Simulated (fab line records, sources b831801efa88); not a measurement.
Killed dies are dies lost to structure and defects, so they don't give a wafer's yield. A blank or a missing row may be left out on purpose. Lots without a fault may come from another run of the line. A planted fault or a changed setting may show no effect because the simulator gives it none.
One fault seen from 2 desks | flow sky130 | each desk has only its own numbers; what lay behind them comes last

THE METROLOGY DESK
What the gauges read, lot by lot, whatever tool the lot ran on: means of the sampled wafers that have a number. A lot is out of limits, marked OUT, if its mean lies more than 4 standard deviations from the usual mean; the brackets give that distance.
Columns: A = VIA4_W_RS at SKY_VIA4_RS_MEAS_19, usual 0.227 ohm/sq; B = VIA4_W_THK at SKY_VIA4_THK_MEAS_20, usual 513 nm; C = METAL5_ALCU_RS at SKY_METAL5_RS_MEAS_05, usual 0.0272 ohm/sq; D = METAL5_ALCU_THK at SKY_METAL5_THK_MEAS_06, usual 1146 nm
lot  | first seen here | A     | B   | C      | D
L820 | day 44 10:31    | 0.228 | 518 | 0.0271 | 1155
L824 | day 45 15:23    | 0.225 | 523 | 0.0278 | 1141
L827 | day 46 07:52    | 0.228 | 512 | 0.0270 | 1169
L834 | day 48 00:23    | 0.229 | 509 | 0.0270 | 1156
L835 | day 48 02:45    | 0.228 | 513 | 0.0268 | 1169
L838 | day 48 18:45    | 0.229 | 512 | 0.0279 | 1108
This desk's finding: nothing out of limits on any of the 6 lots.

THE TOOL OWNER'S DESK: pvd_sputter-04
The tool's own readings at SKY_METAL5_SPUTTER_04 (material TiN, target thk 70 nm, time 58.3 s): means of the sampled wafers that have a number, for each lot that ran on this tool. A lot is out of limits, marked OUT, if its mean lies more than 4 standard deviations from the usual mean; the brackets give that distance.
Columns: A = cathode_dc_power_W at SKY_METAL5_SPUTTER_04, usual 6499.9 W; B = throttle_valve_pct at SKY_METAL5_SPUTTER_04, usual 30.0 %
lot  | first seen here | A                        | B
L820 | day 44 11:05    | 6498.5                   | 29.1
L834 | day 48 00:56    | 6795.3 (+99 or more) OUT | 31.1
L835 | day 48 03:19    | 6795.3 (+99 or more) OUT | 29.9
This desk's finding: out of limits on L834, L835; first on L834, day 48 00:56 (cathode_dc_power_W at SKY_METAL5_SPUTTER_04). In limits: L820.

PUT TOGETHER
The tool owner's desk could have raised an alarm at day 48 00:56, on L834, L835.
The metrology desk saw nothing out of limits.
The metrology desk has L834, L835 on record, within its limits.
Of the lots named, all ran SKY_METAL5_SPUTTER_04 on pvd_sputter-04.

WHAT THE SIMULATOR HAD PUT IN
Process parameter drift: pvd_sputter-04, from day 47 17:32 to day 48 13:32, at SKY_METAL5_SPUTTER_04. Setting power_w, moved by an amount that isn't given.
Lots struck among those shown: L834, L835.
Hours from the fault's start to each desk's first reading out of limits: the tool owner's desk, 7.
